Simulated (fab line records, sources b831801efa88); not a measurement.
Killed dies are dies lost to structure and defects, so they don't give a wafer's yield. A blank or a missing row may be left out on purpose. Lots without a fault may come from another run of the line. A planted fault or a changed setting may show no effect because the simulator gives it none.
fab line records | flow gf180mcu
record lots=14 wafers=42 last_day=34
route steps=602 shown HV_LDD@183 NSD@246 PSD@258
lots that met no fault: from a run of the same line without faults
start_h: hours from the record's first day to the start of the lot's first wafer shown | wait_h: hours since the lot's step before | " the same as in the row above | L1.1+2: a row that stands for several wafers | - no value, or no start given | * or withheld: withheld | < > ~ a bound
route shown NAME@n: a module of which the file shows steps, and the number in the route of the first | usual: mean/standard deviation of fault-free wafers | same: alike in all rows | chamber/n: place in a boat | sites: the reading at each site | _std_site: their standard deviation | _edge_site: outer sites' mean less inner sites' | radius_mm: how far each site lies from the wafer's centre | mask NAME#n: copy n | behind: the tool/chamber that last shaped the wafer | hold: why the lot was held/for how many hours/how that ended | device: the transistor (n, p or np) that didn't switch | end of line: the same wafers' tests at the end of the route | a step without rows: its recipe alone | killed: dies lost to structure and defects at the first sort, not the wafer's yield | map: a wafer's dies, x killed, . not, _ none there
set.NAME: the setting as run; set.NAME@STEP: as run at that earlier step | model.NAME: the simulator's own value behind a step, which no gauge read
steps of the route over a sample of lots; a table a step, a row a wafer
services: from which hour (start_h, from the record's first day; less than 0 if before it) a tool's chamber was out of use, for how many hours, and why
## steps
# step GF_HV_LDD_CD_MEAS_07
# recipe target_cd_nm=400
# usual cd_nm=399.8/1.9
# columns lot.wafer tool chamber start_h wait_h cd_nm
L674.1 cd_sem-01 - 216.50 0.1 402.1
L674.2 " - " " 401.3
L674.3 " - " " 400.6
L675.3 cd_sem-01 - 222.46 0.1 398.8
L675.4 " - " " 398.9
L675.6 " - " " 402.1
L676.2 cd_sem-01 - 229.70 0.1 399.1
L676.3 " - " " 402.5
L676.6 " - " " 401.3
L677.1 cd_sem-02 - 244.17 0.1 398.8
L677.2 " - " " 402.8
L677.5 " - " " 400.0
L678.2 cd_sem-01 - 254.44 0.1 397.3
L678.3 " - " " 396.8
L678.6 " - " " 398.0
L679.1 cd_sem-01 - 255.02 0.1 398.3
L679.4 " - " " 400.2
L679.6 " - " " 400.0
L681.1 cd_sem-02 - 271.83 0.1 398.8
L681.2 " - " " 400.8
L681.3 " - " " 398.9
L682.1 cd_sem-02 - 279.32 0.1 403.2
L682.4 " - " " 405.9
L682.6 " - " " 405.8
L683.4 cd_sem-01 - 287.54 0.1 397.4
L683.5 " - " " 398.4
L683.6 " - " " 400.5
L684.1 cd_sem-02 - 290.94 0.1 397.2
L684.3 " - " " 398.4
L684.6 " - " " 396.4
L685.2 cd_sem-02 - 294.76 0.1 400.3
L685.3 " - " " 399.1
L685.5 " - " " 399.5
L690.1 cd_sem-01 - 335.74 0.1 399.5
L690.2 " - " " 398.0
L690.4 " - " " 398.4
L695.2 cd_sem-02 - 375.26 0.1 401.2
L695.5 " - " " 400.4
L695.6 " - " " 401.6
L697.1 cd_sem-02 - 390.69 0.1 399.4
L697.2 " - " " 401.5
L697.5 " - " " 398.2
# step GF_HV_LDD_OVL_MEAS_20
# usual HV_LDD_01_OVL=0.7/1.3
# columns lot.wafer tool chamber start_h wait_h HV_LDD_01_OVL[nm]
L674.1 overlay-02 - 235.14 0.1 2.9
L674.2 " - " " 1.6
L674.3 " - " " 0.4
L675.3 overlay-02 - 240.81 0.1 1.8
L675.4 " - " " 0.0
L675.6 " - " " 2.1
L676.2 overlay-02 - 248.17 0.1 -1.7
L676.3 " - " " -0.9
L676.6 " - " " -0.7
L677.1 overlay-01 - 263.60 0.1 0.9
L677.2 " - " " 0.1
L677.5 " - " " 1.4
L678.2 overlay-02 - 272.99 0.1 -0.1
L678.3 " - " " 0.4
L678.6 " - " " 0.1
L679.1 overlay-02 - 275.24 0.1 2.3
L679.4 " - " " -1.0
L679.6 " - " " -0.2
L681.1 overlay-01 - 291.99 0.1 0.8
L681.2 " - " " 1.7
L681.3 " - " " 0.1
L682.1 overlay-01 - 299.76 0.1 2.4
L682.4 " - " " 1.2
L682.6 " - " " 2.0
L683.4 overlay-01 - 308.27 0.1 0.1
L683.5 " - " " 0.2
L683.6 " - " " -0.6
L684.1 overlay-02 - 311.57 0.1 3.0
L684.3 " - " " 0.0
L684.6 " - " " 1.3
L685.2 overlay-01 - 316.11 0.1 -1.0
L685.3 " - " " 0.4
L685.5 " - " " -0.5
L690.1 overlay-02 - 357.71 0.1 2.1
L690.2 " - " " 0.3
L690.4 " - " " 0.1
L695.2 overlay-02 - 398.57 0.1 0.7
L695.5 " - " " 1.7
L695.6 " - " " 1.5
L697.1 overlay-01 - 414.65 0.1 1.2
L697.2 " - " " 0.2
L697.5 " - " " 0.6
# step GF_HV_LDD_CD_MEAS_31
# recipe target_cd_nm=400
# usual cd_nm=400.5/2.6
# columns lot.wafer tool chamber start_h wait_h cd_nm
L674.1 cd_sem-02 - 254.40 0.1 403.7
L674.2 " - " " 405.4
L674.3 " - " " 400.7
L675.3 cd_sem-01 - 259.41 0.1 401.2
L675.4 " - " " 403.2
L675.6 " - " " 404.3
L676.2 cd_sem-02 - 267.22 0.1 396.9
L676.3 " - " " 396.9
L676.6 " - " " 396.8
L677.1 cd_sem-02 - 282.53 0.1 400.1
L677.2 " - " " 399.0
L677.5 " - " " 399.1
L678.2 cd_sem-01 - 292.55 0.1 399.0
L678.3 " - " " 400.1
L678.6 " - " " 402.6
L679.1 cd_sem-01 - 295.63 0.1 401.2
L679.4 " - " " 401.1
L679.6 " - " " 400.5
L681.1 cd_sem-01 - 312.24 0.1 397.6
L681.2 " - " " 398.7
L681.3 " - " " 399.6
L682.1 cd_sem-02 - 321.18 0.1 404.2
L682.4 " - " " 405.5
L682.6 " - " " 404.0
L683.4 cd_sem-01 - 329.00 0.1 399.6
L683.5 " - " " 399.0
L683.6 " - " " 400.1
L684.1 cd_sem-02 - 331.82 0.1 399.8
L684.3 " - " " 400.2
L684.6 " - " " 400.1
L685.2 cd_sem-02 - 336.60 0.1 402.3
L685.3 " - " " 402.9
L685.5 " - " " 401.1
L690.1 cd_sem-02 - 380.29 0.1 401.7
L690.2 " - " " 403.2
L690.4 " - " " 403.4
L695.2 cd_sem-01 - 421.43 0.1 396.7
L695.5 " - " " 396.1
L695.6 " - " " 397.9
L697.1 cd_sem-01 - 438.81 0.1 399.1
L697.2 " - " " 397.1
L697.5 " - " " 401.2
# step GF_NSD_STRIP_11
# recipe chemistry=O2/N2 power_w=1400 pressure_mtorr=1500 platen_temp_c=250 o2_flow_sccm=3000 n2_flow_sccm=300 overash_fraction=0.5
# usual chamber_pressure_mTorr=1500.1/1.5 drypump_motor_current_A=6.0/0.51 heater_power_w=343/27 o2_flow_sccm=2999/8.6 oes_product_au=0.487/0.0044 strip_time_to_endpoint_s=22.96/0.037
# columns lot.wafer tool chamber start_h wait_h chamber_pressure_mTorr drypump_motor_current_A heater_power_w o2_flow_sccm oes_product_au rf_hours_counter_h strip_time_to_endpoint_s
L674.1 plasma_asher-01 1 299.44 0.1 1499.6 5.7 297 3002 0.489 19 23.00
L674.2 " 0 " " 1501.2 6.8 358 3009 0.493 19 23.01
L674.3 " 1 " " 1498.1 5.7 296 2999 0.488 - 22.99
L675.3 plasma_asher-04 1 303.72 0.1 1499.0 6.4 355 3016 0.492 - 22.96
L675.4 " 0 " " 1501.2 5.5 358 3010 0.481 - 22.96
L675.6 " 0 " " 1499.1 5.5 353 3000 0.486 - 22.91
L676.2 plasma_asher-01 0 311.80 0.1 1498.2 6.8 347 2992 0.483 20 22.93
L676.3 " 0 " " 1499.9 6.8 350 2992 0.485 - 22.90
L676.6 " 0 " " 1499.6 6.8 354 2999 0.480 - 22.95
L677.1 plasma_asher-04 1 328.54 0.1 1500.3 6.4 363 3007 0.484 68 22.93
L677.2 " 0 " " 1501.1 5.5 343 2999 0.472 68 22.92
L677.5 " 1 " " 1497.1 6.4 364 2998 0.484 - 22.96
L678.2 plasma_asher-04 0 337.80 0.1 1501.2 5.5 345 3012 0.482 69 22.89
L678.3 " 1 " " 1502.7 6.4 368 2997 0.488 - 22.90
L678.6 " 1 " " 1500.1 6.4 360 2995 0.492 - 22.90
L679.1 plasma_asher-01 0 341.45 0.1 1499.6 6.8 351 3003 0.487 23 22.93
L679.4 " 0 " " 1499.3 6.8 356 2989 0.487 - 22.97
L679.6 " 1 " " 1497.6 5.7 293 3000 0.489 - 22.92
L681.1 plasma_asher-04 1 359.02 0.1 1500.6 6.4 365 3001 0.483 72 22.99
L681.2 " 0 " " 1503.1 5.4 343 3002 0.485 72 22.96
L681.3 " 0 " " 1497.1 5.5 348 3012 0.491 - 22.97
L682.1 plasma_asher-02 0 368.84 0.1 1499.9 5.4 369 2997 0.487 72 22.96
L682.4 " 0 " " 1501.5 5.4 378 3000 0.486 - 22.96
L682.6 " 1 " " 1503.1 5.8 332 3002 0.488 - 22.94
L683.4 plasma_asher-02 1 377.88 0.1 1502.9 5.8 326 2986 0.489 - 23.00
L683.5 " 1 " " 1499.7 5.8 321 2989 0.487 - 23.01
L683.6 " 0 " " 1500.1 5.4 369 2992 0.484 - 23.00
L684.1 plasma_asher-04 1 380.57 0.1 - - - - - - -
L684.3 " 1 " " - - - - - - -
L684.6 " 0 " " - - - - - - -
L685.2 plasma_asher-04 0 385.40 0.1 - - - - - - -
L685.3 " 1 " " - - - - - - -
L685.5 " 0 " " - - - - - - -
L690.1 plasma_asher-02 1 431.60 0.1 1501.6 5.9 331 2995 0.484 0 22.99
L690.2 " 0 " " 1505.1 5.4 366 3008 0.490 0 22.98
L690.4 " 0 " " 1501.3 5.4 361 3005 0.483 - 22.97
L695.2 plasma_asher-01 0 473.48 0.1 1501.7 6.9 357 2998 0.481 37 22.93
L695.5 " 1 " " 1499.1 5.7 289 2997 0.486 - 22.97
L695.6 " 0 " " 1497.8 6.9 356 2992 0.486 - 22.98
L697.1 plasma_asher-01 0 491.25 0.1 1499.7 6.9 352 3009 0.492 39 23.04
L697.2 " 1 " " 1502.6 5.7 293 2983 0.487 39 23.01
L697.5 " 1 " " 1497.4 5.6 290 3000 0.490 - 23.03
# step GF_PSD_STRIP_10
# recipe chemistry=O2/N2 power_w=1400 pressure_mtorr=1500 platen_temp_c=250 o2_flow_sccm=3000 n2_flow_sccm=300 overash_fraction=0.5
# usual chamber_pressure_mTorr=1500.0/1.3 drypump_motor_current_A=5.8/0.33 heater_power_w=338/27 o2_flow_sccm=3001/7.6 oes_product_au=0.592/0.0044 strip_time_to_endpoint_s=16.53/0.042
# columns lot.wafer tool chamber start_h wait_h chamber_pressure_mTorr drypump_motor_current_A heater_power_w o2_flow_sccm oes_product_au rf_hours_counter_h strip_time_to_endpoint_s
L674.1 plasma_asher-04 1 320.22 0.1 1499.5 6.4 357 3004 0.597 68 16.52
L674.2 " 0 " " 1500.7 5.5 342 3006 0.596 68 16.51
L674.3 " 1 " " 1502.3 6.4 353 3006 0.594 - 16.49
L675.3 plasma_asher-02 1 324.75 0.1 1501.3 5.9 318 3017 0.593 - 16.54
L675.4 " 0 " " 1499.0 5.4 378 3001 0.598 - 16.55
L675.6 " 1 " " 1499.8 5.8 325 3000 0.593 - 16.57
L676.2 plasma_asher-02 1 332.87 0.1 1500.9 5.8 325 3007 0.595 68 16.59
L676.3 " 0 " " 1499.6 5.4 379 2994 0.597 - 16.57
L676.6 " 1 " " 1500.4 5.9 327 3001 0.595 - 16.58
L677.1 plasma_asher-04 0 350.47 0.1 1501.2 5.5 336 2993 0.586 71 16.44
L677.2 " 1 " " 1500.5 6.4 366 2993 0.605 71 16.42
L677.5 " 0 " " 1500.9 5.5 350 2998 0.592 - 16.46
L678.2 plasma_asher-03 1 359.92 0.1 1501.2 5.9 289 3003 0.584 58 16.49
L678.3 " 0 " " 1499.4 6.0 321 3003 0.589 - 16.55
L678.6 " 1 " " 1499.6 5.9 296 2992 0.594 - 16.48
L679.1 plasma_asher-02 1 362.97 0.1 1499.3 5.8 321 3005 0.588 71 16.58
L679.4 " 0 " " 1500.3 5.5 364 2990 0.594 - 16.58
L679.6 " 0 " " 1499.5 5.4 377 2997 0.590 - 16.60
L681.1 plasma_asher-03 1 381.90 0.1 1499.1 5.9 298 3002 0.597 60 16.51
L681.2 " 0 " " 1500.3 6.0 323 2994 0.588 60 16.51
L681.3 " 0 " " 1500.6 6.0 322 3001 0.593 - 16.50
L682.1 plasma_asher-02 0 391.90 0.1 1501.1 5.4 366 3008 0.602 75 16.48
L682.4 " 1 " " 1500.6 5.8 323 2983 0.588 - 16.48
L682.6 " 0 " " 1500.9 5.4 360 3004 0.588 - 16.45
L683.4 plasma_asher-04 0 400.25 0.1 1498.3 5.5 355 3003 0.591 - 16.51
L683.5 " 0 " " 1497.4 5.5 343 3004 0.595 - 16.49
L683.6 " 1 " " 1500.9 6.3 359 3006 0.589 - 16.50
L684.1 plasma_asher-03 1 403.71 0.1 1498.3 5.9 285 2988 0.660 62 31.46
L684.3 " 0 " " 1499.4 6.0 310 2992 0.659 - 31.42
L684.6 " 1 " " 1501.5 5.8 288 2994 0.661 - 31.44
L685.2 plasma_asher-02 0 408.76 0.1 1498.7 5.4 366 2998 0.658 76 31.58
L685.3 " 1 " " 1503.8 5.8 322 3006 0.652 - 31.43
L685.5 " 1 " " 1502.6 5.8 332 3006 0.656 - 31.54
L690.1 plasma_asher-04 1 455.67 0.1 1499.7 6.3 358 3007 0.602 82 16.57
L690.2 " 0 " " 1500.6 5.5 355 3002 0.599 82 16.58
L690.4 " 1 " " 1498.6 6.3 363 2996 0.602 - 16.54
L695.2 plasma_asher-02 1 497.80 0.1 1499.7 5.8 333 2995 0.594 7 16.57
L695.5 " 1 " " 1501.3 5.8 335 3003 0.598 - 16.55
L695.6 " 0 " " 1500.3 5.4 372 3008 0.592 - 16.54
L697.1 plasma_asher-02 1 515.07 0.1 1503.2 5.8 321 3010 0.595 9 16.52
L697.2 " 0 " " 1501.1 5.4 365 2998 0.590 9 16.52
L697.5 " 1 " " 1500.5 5.8 332 3002 0.597 - 16.53
# step GF_PSD_TW_MEAS_11
# usual PSD_TW=3202/18
# columns lot.wafer tool chamber start_h wait_h PSD_TW
L674.1 film_metro-01 - 320.32 0.1 3227
L674.2 " - " " 3217
L674.3 " - " " 3209
L675.3 film_metro-04 - 324.84 0.1 3197
L675.4 " - " " 3195
L675.6 " - " " 3192
L676.2 film_metro-04 - 332.98 0.1 3193
L676.3 " - " " 3195
L676.6 " - " " 3201
L677.1 film_metro-04 - 350.57 0.1 3195
L677.2 " - " " 3197
L677.5 " - " " 3190
L678.2 film_metro-03 - 360.03 0.1 3231
L678.3 " - " " 3208
L678.6 " - " " 3229
L679.1 film_metro-01 - 363.07 0.1 3188
L679.4 " - " " 3181
L679.6 " - " " 3178
L681.1 film_metro-04 - 382.00 0.1 3205
L681.2 " - " " 3198
L681.3 " - " " 3172
L682.1 film_metro-03 - 392.00 0.1 3233
L682.4 " - " " 3221
L682.6 " - " " 3226
L683.4 film_metro-01 - 400.35 0.1 3180
L683.5 " - " " 3194
L683.6 " - " " 3179
L684.1 film_metro-03 - 403.81 0.1 31
L684.3 " - " " 30
L684.6 " - " " 30
L685.2 film_metro-03 - 408.87 0.1 30
L685.3 " - " " 30
L685.5 " - " " 30
L690.1 film_metro-03 - 455.77 0.1 3191
L690.2 " - " " 3199
L690.4 " - " " 3203
L695.2 film_metro-01 - 497.91 0.1 3190
L695.5 " - " " 3185
L695.6 " - " " 3182
L697.1 film_metro-04 - 515.17 0.1 3190
L697.2 " - " " 3189
L697.5 " - " " 3192
## services
# columns tool chamber start_h hours kind
plasma_asher-03 - 345.01 2.8 pm
plasma_asher-02 - 421.25 9.0 pm
plasma_asher-02 0 421.25 9.0 vent_cycle
plasma_asher-02 1 421.25 9.0 vent_cycle
plasma_asher-01 - 428.40 1.1 repair
plasma_asher-02 0 430.25 - clean
plasma_asher-02 1 430.25 - clean
plasma_asher-01 - 477.79 1.2 repair
## key
first_sign step=GF_NSD_STRIP_11 reading=tool_record direction=missing
effect step=GF_PSD_STRIP_10 reading=strip_time_to_endpoint_s direction=up sigmas=99+ usual=* struck=*
effect step=GF_PSD_TW_MEAS_11 reading=PSD_TW direction=down sigmas=99+ usual=3202 struck=30
met_at GF_NSD_STRIP_11
struck_lots L684,L685
sort_left_out L684.1,L684.3,L684.6,L685.2,L685.3,L685.5
tester_left_out L684,L685
not_acting_at GF_HV_LDD_CD_MEAS_07,GF_HV_LDD_OVL_MEAS_20,GF_HV_LDD_CD_MEAS_31
onset_between 359.02 380.57
fault kind=skipped_step_whole tool=plasma_asher-04 chamber=- onset_h=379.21 steps=GF_NSD_STRIP_11 scope=struck_lots_only
# tester_left_out: of these lots the tester's yield and bins aren't shown, on N5 and GAA mostly nor the transistor test; their killed dies are dies lost to structure and defects alone, not to doping, threshold or leakage, so they don't give the yield
# sort_left_out: the simulated sort isn't trusted on such a fault, so these wafers' sort isn't shown, and their yield isn't known
